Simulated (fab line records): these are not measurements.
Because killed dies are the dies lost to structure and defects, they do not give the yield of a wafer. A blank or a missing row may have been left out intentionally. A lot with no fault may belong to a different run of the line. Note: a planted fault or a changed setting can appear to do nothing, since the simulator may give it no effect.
Which tool was responsible? || flow sky130 || 11 lots with 33 wafers sampled at 7 steps, on a route of 708 steps

== WHAT EACH GAUGE READ, for each wafer ==
SKY_LI_CONTACT_OVL_MEAS_13. Usual: LI_CONTACT_OVL -1 nm, standard deviation 5.4.
{"lot": "L962", "measured": "day 29 11:20", "on": "overlay-01", "LI_CONTACT_OVL (nm)": "0 1 2", "flag": ""}
{"lot": "L964", "measured": "day 30 03:26", "on": "overlay-01", "LI_CONTACT_OVL (nm)": "2 2 6", "flag": ""}
{"lot": "L963", "measured": "day 30 03:32", "on": "overlay-02", "LI_CONTACT_OVL (nm)": "9 -4 5", "flag": ""}
{"lot": "L966", "measured": "day 31 17:26", "on": "overlay-01", "LI_CONTACT_OVL (nm)": "0 3 -1", "flag": ""}
{"lot": "L969", "measured": "day 32 05:35", "on": "overlay-02", "LI_CONTACT_OVL (nm)": "-2 -5 2", "flag": ""}
{"lot": "L970", "measured": "day 32 10:26", "on": "overlay-02", "LI_CONTACT_OVL (nm)": "-12 -6 -2", "flag": ""}
{"lot": "L976", "measured": "day 34 20:38", "on": "overlay-01", "LI_CONTACT_OVL (nm)": "-3 -6 -3", "flag": ""}
{"lot": "L978", "measured": "day 35 00:41", "on": "overlay-02", "LI_CONTACT_OVL (nm)": "1 -5 0", "flag": ""}
{"lot": "L980", "measured": "day 35 10:14", "on": "overlay-02", "LI_CONTACT_OVL (nm)": "0 -2 1", "flag": ""}
{"lot": "L982", "measured": "day 36 08:51", "on": "overlay-02", "LI_CONTACT_OVL (nm)": "-1 5 -6", "flag": ""}
{"lot": "L984", "measured": "day 36 14:05", "on": "overlay-02", "LI_CONTACT_OVL (nm)": "-5 0 -4", "flag": ""}

SKY_LOCAL_INTERCONNECT_OVL_MEAS_12. Usual: LOCAL_INTERCONNECT_OVL -3 nm, standard deviation 5.7.
{"lot": "L962", "measured": "day 30 16:24", "on": "overlay-01", "LOCAL_INTERCONNECT_OVL (nm)": "-3 -2 1", "flag": ""}
{"lot": "L964", "measured": "day 31 08:44", "on": "overlay-02", "LOCAL_INTERCONNECT_OVL (nm)": "-8 -7 -1", "flag": ""}
{"lot": "L963", "measured": "day 31 08:52", "on": "overlay-01", "LOCAL_INTERCONNECT_OVL (nm)": "-12 -9 -10", "flag": ""}
{"lot": "L966", "measured": "day 32 21:40", "on": "overlay-01", "LOCAL_INTERCONNECT_OVL (nm)": "-1 1 -4", "flag": ""}
{"lot": "L969", "measured": "day 33 10:34", "on": "overlay-01", "LOCAL_INTERCONNECT_OVL (nm)": "-7 -5 3", "flag": ""}
{"lot": "L970", "measured": "day 33 15:46", "on": "overlay-02", "LOCAL_INTERCONNECT_OVL (nm)": "-9 -11 -3", "flag": ""}
{"lot": "L976", "measured": "day 36 07:44", "on": "overlay-01", "LOCAL_INTERCONNECT_OVL (nm)": "-1 -4 0", "flag": ""}
{"lot": "L978", "measured": "day 36 09:11", "on": "overlay-02", "LOCAL_INTERCONNECT_OVL (nm)": "-4 -5 -11", "flag": ""}
{"lot": "L980", "measured": "day 36 13:08", "on": "overlay-02", "LOCAL_INTERCONNECT_OVL (nm)": "-4 -3 3", "flag": ""}
{"lot": "L982", "measured": "day 37 12:32", "on": "overlay-02", "LOCAL_INTERCONNECT_OVL (nm)": "9 7 4", "flag": ""}
{"lot": "L984", "measured": "day 37 17:16", "on": "overlay-02", "LOCAL_INTERCONNECT_OVL (nm)": "-6 -5 -5", "flag": ""}

SKY_CONTACT_BOW_MEAS_05. Usual: CONTACT_BOW 81 um, standard deviation 6.6.
{"lot": "L962", "measured": "day 30 17:46", "on": "film-metro-01", "CONTACT_BOW (um)": "83 80 85", "flag": ""}
{"lot": "L964", "measured": "day 31 10:05", "on": "film-metro-02", "CONTACT_BOW (um)": "70 79 85", "flag": ""}
{"lot": "L963", "measured": "day 31 10:11", "on": "film-metro-01", "CONTACT_BOW (um)": "87 72 72", "flag": ""}
{"lot": "L966", "measured": "day 32 22:56", "on": "film-metro-02", "CONTACT_BOW (um)": "82 90 87", "flag": ""}
{"lot": "L969", "measured": "day 33 11:57", "on": "film-metro-01", "CONTACT_BOW (um)": "84 79 90", "flag": ""}
{"lot": "L970", "measured": "day 33 17:06", "on": "film-metro-04", "CONTACT_BOW (um)": "78 86 77", "flag": ""}
{"lot": "L976", "measured": "day 36 09:13", "on": "film-metro-04", "CONTACT_BOW (um)": "85 97 90", "flag": ""}
{"lot": "L978", "measured": "day 36 10:34", "on": "film-metro-04", "CONTACT_BOW (um)": "78 91 88", "flag": ""}
{"lot": "L980", "measured": "day 36 14:26", "on": "film-metro-01", "CONTACT_BOW (um)": "94 82 72", "flag": ""}
{"lot": "L982", "measured": "day 37 13:57", "on": "film-metro-02", "CONTACT_BOW (um)": "79 88 87", "flag": ""}
{"lot": "L984", "measured": "day 37 18:36", "on": "film-metro-02", "CONTACT_BOW (um)": "78 85 82", "flag": ""}

SKY_CONTACT_CD_MEAS_14 targets a cd of 170 nm. Usual: cd-nm reads 169.9 nm (standard deviation 1.6).
{"lot": "L962", "measured": "day 31 21:14", "on": "cd-sem-01", "cd-nm (nm)": "169.7 168.9 169.0", "flag": ""}
{"lot": "L964", "measured": "day 32 12:58", "on": "cd-sem-01", "cd-nm (nm)": "173.3 172.0 171.8", "flag": ""}
{"lot": "L963", "measured": "day 32 13:19", "on": "cd-sem-02", "cd-nm (nm)": "167.0 166.7 167.2", "flag": ""}
{"lot": "L966", "measured": "day 34 01:09", "on": "cd-sem-02", "cd-nm (nm)": "169.3 168.6 168.5", "flag": ""}
{"lot": "L969", "measured": "day 34 14:20", "on": "cd-sem-02", "cd-nm (nm)": "172.0 170.4 169.2", "flag": ""}
{"lot": "L970", "measured": "day 34 19:59", "on": "cd-sem-02", "cd-nm (nm)": "170.8 170.7 172.4", "flag": ""}
{"lot": "L976", "measured": "day 37 10:31", "on": "cd-sem-02", "cd-nm (nm)": "- 170.3 -", "flag": ""}
{"lot": "L978", "measured": "day 37 12:27", "on": "cd-sem-01", "cd-nm (nm)": "- 168.9 -", "flag": ""}
{"lot": "L980", "measured": "day 37 16:14", "on": "cd-sem-01", "cd-nm (nm)": "169.0 - -", "flag": ""}
{"lot": "L982", "measured": "day 38 15:22", "on": "cd-sem-02", "cd-nm (nm)": "169.4 169.8 170.9", "flag": ""}
{"lot": "L984", "measured": "day 38 19:37", "on": "cd-sem-02", "cd-nm (nm)": "170.2 169.9 170.2", "flag": ""}

SKY_CONTACT_OVL_MEAS_15. Usual: CONTACT_OVL 3 nm, standard deviation 5.4.
{"lot": "L962", "measured": "day 31 21:20", "on": "overlay-02", "CONTACT_OVL (nm)": "5 1 13", "flag": ""}
{"lot": "L964", "measured": "day 32 13:05", "on": "overlay-02", "CONTACT_OVL (nm)": "2 -9 0", "flag": ""}
{"lot": "L963", "measured": "day 32 13:26", "on": "overlay-01", "CONTACT_OVL (nm)": "5 7 4", "flag": ""}
{"lot": "L966", "measured": "day 34 01:16", "on": "overlay-01", "CONTACT_OVL (nm)": "11 5 2", "flag": ""}
{"lot": "L969", "measured": "day 34 14:27", "on": "overlay-01", "CONTACT_OVL (nm)": "-2 4 -9", "flag": ""}
{"lot": "L970", "measured": "day 34 20:07", "on": "overlay-02", "CONTACT_OVL (nm)": "2 2 2", "flag": ""}
{"lot": "L976", "measured": "day 37 10:38", "on": "overlay-01", "CONTACT_OVL (nm)": "- 3 -", "flag": ""}
{"lot": "L978", "measured": "day 37 12:34", "on": "overlay-01", "CONTACT_OVL (nm)": "- 6 -", "flag": ""}
{"lot": "L980", "measured": "day 37 16:20", "on": "overlay-01", "CONTACT_OVL (nm)": "-1 - -", "flag": ""}
{"lot": "L982", "measured": "day 38 15:29", "on": "overlay-02", "CONTACT_OVL (nm)": "4 4 10", "flag": ""}
{"lot": "L984", "measured": "day 38 19:44", "on": "overlay-01", "CONTACT_OVL (nm)": "-2 2 0", "flag": ""}

== WHICH TOOL RAN EACH LOT (tool, then ch and the chambers of the sampled wafers, then the start) ==
{"lot": "L962", "SKY_LOCAL_INTERCONNECT_ETCH_13": "rie-metal-02 ch 0,1, day 30 16:26", "SKY_LOCAL_INTERCONNECT_METAL_ETCH_14": "rie-metal-02 ch 0,1, day 30 16:29"}
{"lot": "L964", "SKY_LOCAL_INTERCONNECT_ETCH_13": "rie-metal-02 ch 0,1, day 31 08:47", "SKY_LOCAL_INTERCONNECT_METAL_ETCH_14": "rie-metal-02 ch 0,1, day 31 08:50"}
{"lot": "L963", "SKY_LOCAL_INTERCONNECT_ETCH_13": "rie-metal-04 ch 0,1, day 31 08:55", "SKY_LOCAL_INTERCONNECT_METAL_ETCH_14": "rie-metal-04 ch 0,1, day 31 08:58"}
{"lot": "L966", "SKY_LOCAL_INTERCONNECT_ETCH_13": "rie-metal-02 ch 0,1, day 32 21:43", "SKY_LOCAL_INTERCONNECT_METAL_ETCH_14": "rie-metal-02 ch 0,1, day 32 21:46"}
{"lot": "L969", "SKY_LOCAL_INTERCONNECT_ETCH_13": "rie-metal-02 ch 0, day 33 10:37", "SKY_LOCAL_INTERCONNECT_METAL_ETCH_14": "rie-metal-02 ch 0, day 33 10:44"}
{"lot": "L970", "SKY_LOCAL_INTERCONNECT_ETCH_13": "rie-metal-01 ch 0, day 33 15:49", "SKY_LOCAL_INTERCONNECT_METAL_ETCH_14": "rie-metal-01 ch 0, day 33 15:52"}
{"lot": "L976", "SKY_LOCAL_INTERCONNECT_ETCH_13": "rie-metal-02 ch 0,1, day 36 07:47", "SKY_LOCAL_INTERCONNECT_METAL_ETCH_14": "rie-metal-02 ch 0,1, day 36 07:50"}
{"lot": "L978", "SKY_LOCAL_INTERCONNECT_ETCH_13": "rie-metal-02 ch 0,1, day 36 09:13", "SKY_LOCAL_INTERCONNECT_METAL_ETCH_14": "rie-metal-02 ch 0,1, day 36 09:17"}
{"lot": "L980", "SKY_LOCAL_INTERCONNECT_ETCH_13": "rie-metal-02 ch 0,1, day 36 13:11", "SKY_LOCAL_INTERCONNECT_METAL_ETCH_14": "rie-metal-02 ch 0,1, day 36 13:15"}
{"lot": "L982", "SKY_LOCAL_INTERCONNECT_ETCH_13": "rie-metal-04 ch 0,1, day 37 12:34", "SKY_LOCAL_INTERCONNECT_METAL_ETCH_14": "rie-metal-04 ch 0,1, day 37 12:38"}
{"lot": "L984", "SKY_LOCAL_INTERCONNECT_ETCH_13": "rie-metal-04 ch 0,1, day 37 17:19", "SKY_LOCAL_INTERCONNECT_METAL_ETCH_14": "rie-metal-04 ch 0,1, day 37 17:22"}
- SKY_LOCAL_INTERCONNECT_ETCH_13: etches BARC in N2/H2, stops on SiO2, time 45.9 s, target depth 60 nm.
- SKY_LOCAL_INTERCONNECT_METAL_ETCH_14: etches TiN in Cl2/BCl3, stops on PSG, target depth 110 nm, time 31.4 s.

== WHAT THE TOOLS THEMSELVES READ (means of the sampled wafers that have a number; where no wafer has one, the mark that the record gives instead) ==
SKY_LOCAL_INTERCONNECT_ETCH_13. Usual: drypump-motor-current-A 5.9 A, standard deviation 0.44; oes-product-au 0.856 a.u., standard deviation 0.0048; throttle-valve-pct 13.225 %, standard deviation 0.01.
{"lot": "L962", "tool": "rie-metal-02", "drypump-motor-current-A (A)": 6.0, "oes-product-au (a.u.)": 0.852, "throttle-valve-pct (%)": 13.222, "flag": ""}
{"lot": "L964", "tool": "rie-metal-02", "drypump-motor-current-A (A)": 6.0, "oes-product-au (a.u.)": 0.854, "throttle-valve-pct (%)": 13.234, "flag": ""}
{"lot": "L963", "tool": "rie-metal-04", "drypump-motor-current-A (A)": 5.5, "oes-product-au (a.u.)": 0.857, "throttle-valve-pct (%)": 13.220, "flag": ""}
{"lot": "L966", "tool": "rie-metal-02", "drypump-motor-current-A (A)": 6.1, "oes-product-au (a.u.)": 0.855, "throttle-valve-pct (%)": 13.223, "flag": ""}
{"lot": "L969", "tool": "rie-metal-02", "drypump-motor-current-A (A)": 6.2, "oes-product-au (a.u.)": 0.858, "throttle-valve-pct (%)": 13.222, "flag": ""}
{"lot": "L970", "tool": "rie-metal-01", "drypump-motor-current-A (A)": 5.8, "oes-product-au (a.u.)": 0.856, "throttle-valve-pct (%)": 13.226, "flag": ""}
{"lot": "L976", "tool": "rie-metal-02", "drypump-motor-current-A (A)": 6.2, "oes-product-au (a.u.)": 0.815, "throttle-valve-pct (%)": 13.221, "flag": "OFF"}
{"lot": "L978", "tool": "rie-metal-02", "drypump-motor-current-A (A)": 6.2, "oes-product-au (a.u.)": 0.813, "throttle-valve-pct (%)": 13.211, "flag": "OFF"}
{"lot": "L980", "tool": "rie-metal-02", "drypump-motor-current-A (A)": 6.1, "oes-product-au (a.u.)": 0.820, "throttle-valve-pct (%)": 13.210, "flag": "OFF"}
{"lot": "L982", "tool": "rie-metal-04", "drypump-motor-current-A (A)": 5.5, "oes-product-au (a.u.)": 0.858, "throttle-valve-pct (%)": 13.227, "flag": ""}
{"lot": "L984", "tool": "rie-metal-04", "drypump-motor-current-A (A)": 6.0, "oes-product-au (a.u.)": 0.852, "throttle-valve-pct (%)": 13.231, "flag": ""}

SKY_LOCAL_INTERCONNECT_METAL_ETCH_14. Usual: drypump-motor-current-A 5.9 A, standard deviation 0.44; mfc-cl2-sccm 59.96 sccm, standard deviation 0.16; oes-product-au 0.942 a.u., standard deviation 0.008; throttle-valve-pct 21.900 %, standard deviation 0.0099.
{"lot": "L962", "tool": "rie-metal-02", "drypump-motor-current-A (A)": 6.0, "mfc-cl2-sccm (sccm)": 59.92, "oes-product-au (a.u.)": 0.941, "throttle-valve-pct (%)": 21.895, "flag": ""}
{"lot": "L964", "tool": "rie-metal-02", "drypump-motor-current-A (A)": 6.0, "mfc-cl2-sccm (sccm)": 60.03, "oes-product-au (a.u.)": 0.941, "throttle-valve-pct (%)": 21.905, "flag": ""}
{"lot": "L963", "tool": "rie-metal-04", "drypump-motor-current-A (A)": 5.5, "mfc-cl2-sccm (sccm)": 60.15, "oes-product-au (a.u.)": 0.936, "throttle-valve-pct (%)": 21.914, "flag": ""}
{"lot": "L966", "tool": "rie-metal-02", "drypump-motor-current-A (A)": 6.1, "mfc-cl2-sccm (sccm)": 60.00, "oes-product-au (a.u.)": 0.941, "throttle-valve-pct (%)": 21.902, "flag": ""}
{"lot": "L969", "tool": "rie-metal-02", "drypump-motor-current-A (A)": 6.2, "mfc-cl2-sccm (sccm)": 59.99, "oes-product-au (a.u.)": 0.938, "throttle-valve-pct (%)": 21.900, "flag": ""}
{"lot": "L970", "tool": "rie-metal-01", "drypump-motor-current-A (A)": 5.7, "mfc-cl2-sccm (sccm)": 59.88, "oes-product-au (a.u.)": 0.940, "throttle-valve-pct (%)": 21.906, "flag": ""}
{"lot": "L976", "tool": "rie-metal-02", "drypump-motor-current-A (A)": 6.1, "mfc-cl2-sccm (sccm)": 59.81, "oes-product-au (a.u.)": 0.563, "throttle-valve-pct (%)": 22.144, "flag": "OFF"}
{"lot": "L978", "tool": "rie-metal-02", "drypump-motor-current-A (A)": 6.1, "mfc-cl2-sccm (sccm)": 59.97, "oes-product-au (a.u.)": 0.567, "throttle-valve-pct (%)": 22.130, "flag": "OFF"}
{"lot": "L980", "tool": "rie-metal-02", "drypump-motor-current-A (A)": 6.1, "mfc-cl2-sccm (sccm)": 59.70, "oes-product-au (a.u.)": 0.559, "throttle-valve-pct (%)": 22.131, "flag": "OFF"}
{"lot": "L982", "tool": "rie-metal-04", "drypump-motor-current-A (A)": 5.5, "mfc-cl2-sccm (sccm)": 59.96, "oes-product-au (a.u.)": 0.944, "throttle-valve-pct (%)": 21.896, "flag": ""}
{"lot": "L984", "tool": "rie-metal-04", "drypump-motor-current-A (A)": 6.0, "mfc-cl2-sccm (sccm)": 59.94, "oes-product-au (a.u.)": 0.944, "throttle-valve-pct (%)": 21.904, "flag": ""}

== THE ANSWER, worked out from the rows above alone ==
Rule: a lot is off if the mean of its wafers that have a number lies more than 3 standard deviations from the usual mean. Also off: a lot with no number at a reading for which 4 or more lots have one. Any other lot the step has rows for is counted as sound. The gauges are gone through in route order, then the tools' own readings, and for those a lot's mean is taken as printed above. The first step at which some lot is off is used, and at that step the reading that is off furthest; a lot without a number counts as furthest.
Off: L976, L978, L980, at SKY_LOCAL_INTERCONNECT_ETCH_13 (oes-product-au).
A tool fits if, at that step or a process step before it, it ran every lot that is off, and no sound lot after the first of them. One fits: rie-metal-02 at SKY_LOCAL_INTERCONNECT_ETCH_13. A fault onset in the window from L969 (day 33 10:37, its last sound lot) to L976 (day 36 07:47, its first lot off) fits.
The tool's own readings at SKY_LOCAL_INTERCONNECT_ETCH_13 bear it out: on the lots that are off they differ by more than 5 times the standard deviation of the sound lots' means. oes-product-au reads 0.816 a.u. there against 0.855 a.u. on the sound lots.

== WHAT HAD BEEN PUT IN BY THE SIMULATOR ==
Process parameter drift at SKY_LOCAL_INTERCONNECT_ETCH_13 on rie-metal-02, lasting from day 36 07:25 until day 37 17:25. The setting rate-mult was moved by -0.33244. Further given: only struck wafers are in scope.
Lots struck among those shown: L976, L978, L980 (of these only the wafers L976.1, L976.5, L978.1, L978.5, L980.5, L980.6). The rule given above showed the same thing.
